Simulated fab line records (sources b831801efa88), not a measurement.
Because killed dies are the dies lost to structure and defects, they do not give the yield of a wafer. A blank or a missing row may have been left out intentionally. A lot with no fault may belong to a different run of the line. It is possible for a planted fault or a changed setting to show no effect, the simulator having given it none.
2 desks looking at one fault + flow sky130 + each desk holds nothing but its own numbers, with what lay behind them at the end

## METROLOGY DESK
Lot by lot, what the gauges showed, no matter which tool ran the lot: averages of those sampled wafers that carry a number. Any lot whose mean is over 4 standard deviations away from the usual mean is out of limits and marked OUT; that distance is given in the brackets.
Columns: A = CONTACT_BOW at SKY_CONTACT_BOW_MEAS_05, usual 82 um
| lot  | first seen here | A  |
|------|-----------------|----|
| L299 | day 30 21:10    | 88 |
| L300 | day 30 23:09    | 87 |
| L301 | day 31 12:20    | 81 |
| L302 | day 31 16:19    | 77 |
| L304 | day 32 10:35    | 79 |
| L305 | day 33 03:16    | 83 |
| L306 | day 33 08:52    | 80 |
| L307 | day 33 10:17    | 73 |
| L309 | day 34 05:13    | 79 |
| L311 | day 34 16:27    | 93 |
| L313 | day 35 08:22    | 86 |
| L319 | day 37 04:56    | 87 |
| L320 | day 37 14:34    | 83 |
| L322 | day 38 03:25    | 82 |
This desk found nothing out of limits on any of the 14 lots.

## AT THE TOOL OWNER'S DESK: iline stepper-02
The tool's own readings at SKY_VT_ADJUST_HVTR_EXPOSE_04 (exposes mask HVTRM, target cd 380 nm): means of the sampled wafers that have a number, for each lot that ran on this tool. Any lot whose mean is over 4 standard deviations away from the usual mean is out of limits and marked OUT; that distance is given in the brackets.
Columns: A = exposure dose mJ cm2 at SKY_VT_ADJUST_HVTR_EXPOSE_04, usual 149.99; B = focus offset nm at SKY_VT_ADJUST_HVTR_EXPOSE_04, usual 0.0 nm
| lot  | first seen here | A      | B    |
|------|-----------------|--------|------|
| L299 | day 9 04:08     | 149.93 | -0.1 |
| L300 | day 9 09:35     | 149.88 | 0.0  |
| L306 | day 11 07:10    | 150.00 | -0.2 |
| L311 | day 12 16:29    | 150.04 | 0.1  |
This desk found nothing out of limits on any of the 4 lots.

## ALL TOGETHER
The metrology desk saw nothing out of limits.
The tool owner's desk saw nothing out of limits.

## WHAT THE SIMULATOR PUT IN
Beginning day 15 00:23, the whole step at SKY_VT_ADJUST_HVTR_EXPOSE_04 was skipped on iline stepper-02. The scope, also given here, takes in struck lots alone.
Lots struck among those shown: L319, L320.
